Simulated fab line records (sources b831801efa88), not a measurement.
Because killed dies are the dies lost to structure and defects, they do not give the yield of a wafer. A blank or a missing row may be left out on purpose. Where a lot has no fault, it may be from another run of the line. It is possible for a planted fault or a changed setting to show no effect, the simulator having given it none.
The same fault as seen by 2 desks / flow gf180mcu / only its own numbers are on each desk; what lay behind them is given at the end

METROLOGY DESK
What the gauges read, lot by lot, whatever tool the lot ran on: means of the sampled wafers that have a number. If a lot's mean is further than 4 standard deviations from the usual mean, the lot is out of limits and carries the mark OUT (the distance appears in the brackets).
Columns: A = HV_LDD_TW at GF_HV_LDD_TW_MEAS_11, usual 2386; B = HV_LDD_2_TW at GF_HV_LDD_TW_MEAS_23, usual 1044; C = HV_LDD_03_OVL at GF_HV_LDD_OVL_MEAS_47, usual 0.4 nm; D = HV_LDD_CVD_54_THK at GF_HV_LDD_THK_MEAS_55, usual 9.97 nm
lot=L257; first seen here=day 10 02:04; A=2385; B=1046; C=2.4; D=10.17
lot=L258; first seen here=day 10 12:58; A=2381; B=1041; C=-0.7; D=9.92
lot=L259; first seen here=day 10 14:37; A=2377; B=1045; C=0.9; D=10.08
lot=L260; first seen here=day 11 03:56; A=2397; B=1035; C=2.2; D=10.11
lot=L261; first seen here=day 11 04:14; A=2379; B=1043; C=1.9; D=10.07
lot=L263; first seen here=day 12 01:18; A=2394; B=1005 (-7.4) OUT; C=0.8; D=10.05
lot=L267; first seen here=day 13 04:49; A=2391; B=1002 (-7.8) OUT; C=0.3; D=9.97
lot=L268; first seen here=day 13 09:37; A=2383; B=992 (-9.9) OUT; C=1.2; D=9.98
lot=L272; first seen here=day 14 15:37; A=2387; B=1048; C=-0.1; D=9.92
lot=L273; first seen here=day 14 19:05; A=2386; B=1034; C=-1.0; D=9.81
lot=L275; first seen here=day 15 09:42; A=2362; B=1048; C=0.2; D=10.00
lot=L277; first seen here=day 15 23:11; A=2369; B=1046; C=0.6; D=10.05
lot=L278; first seen here=day 16 08:30; A=2387; B=1046; C=-0.3; D=9.76
lot=L279; first seen here=day 16 17:45; A=2398; B=1047; C=0.5; D=9.85
lot=L280; first seen here=day 17 02:25; A=2395; B=1039; C=0.1; D=9.86
This desk reports L263, L267, L268 out of limits; the earliest was L263 at day 12 20:34 (HV_LDD_2_TW at GF_HV_LDD_TW_MEAS_23). L257, L258, L259, L260, L261, L272, L273, L275, L277, L278, L279, L280: within limits.

TOOL OWNER'S DESK, implanter-02
For each lot that ran on this tool, the mean over its sampled wafers that have a number, from the tool's own readings at GF_HV_LDD_IMPLANT_21. If a lot's mean is further than 4 standard deviations from the usual mean, the lot is out of limits and carries the mark OUT (the distance appears in the brackets).
Columns: A = beam-on-s at GF_HV_LDD_IMPLANT_21, usual 9.98 s; B = end-station-pressure-torr at GF_HV_LDD_IMPLANT_21, usual 5.2e-06 Torr; C = faraday-current-uA at GF_HV_LDD_IMPLANT_21, usual 282
lot=L258; first seen here=day 11 07:07; A=10.07; B=5.3e-06; C=280
lot=L259; first seen here=day 11 09:01; A=10.12; B=4.9e-06; C=279
lot=L260; first seen here=day 11 22:35; A=10.04; B=5.1e-06; C=280
lot=L263; first seen here=day 12 20:20; A=9.05 (-4.4) OUT; B=5.1e-06; C=318 (+6.0) OUT
lot=L267; first seen here=day 14 00:59; A=9.17; B=5.4e-06; C=316 (+5.7) OUT
lot=L268; first seen here=day 14 05:32; A=9.08 (-4.3) OUT; B=5.2e-06; C=316 (+5.8) OUT
lot=L279; first seen here=day 17 16:52; A=9.89; B=5.2e-06; C=284
lot=L280; first seen here=day 18 01:32; A=9.86; B=5.3e-06; C=286
This desk finds L263, L267, L268 out of limits, L263 being first, at day 12 20:20 (beam-on-s at GF_HV_LDD_IMPLANT_21). L258, L259, L260, L279, L280: within limits.

ALL TOGETHER
On L263, L267, L268, at day 12 20:20, an alarm was possible from the tool owner's desk.
An alarm was possible from the metrology desk at day 12 20:34, on L263, L267, L268.
The lots listed all ran GF_HV_LDD_IMPLANT_21 on implanter-02.

WHAT THE SIMULATOR HAD INSERTED
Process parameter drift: implanter-02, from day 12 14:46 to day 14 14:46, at GF_HV_LDD_IMPLANT_21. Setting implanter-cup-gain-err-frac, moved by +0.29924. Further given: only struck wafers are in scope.
Shown lots that were struck: L263, L267, L268.
Hours from the fault's start to each desk's first reading out of limits: the tool owner's desk, 6; the metrology desk, 6.
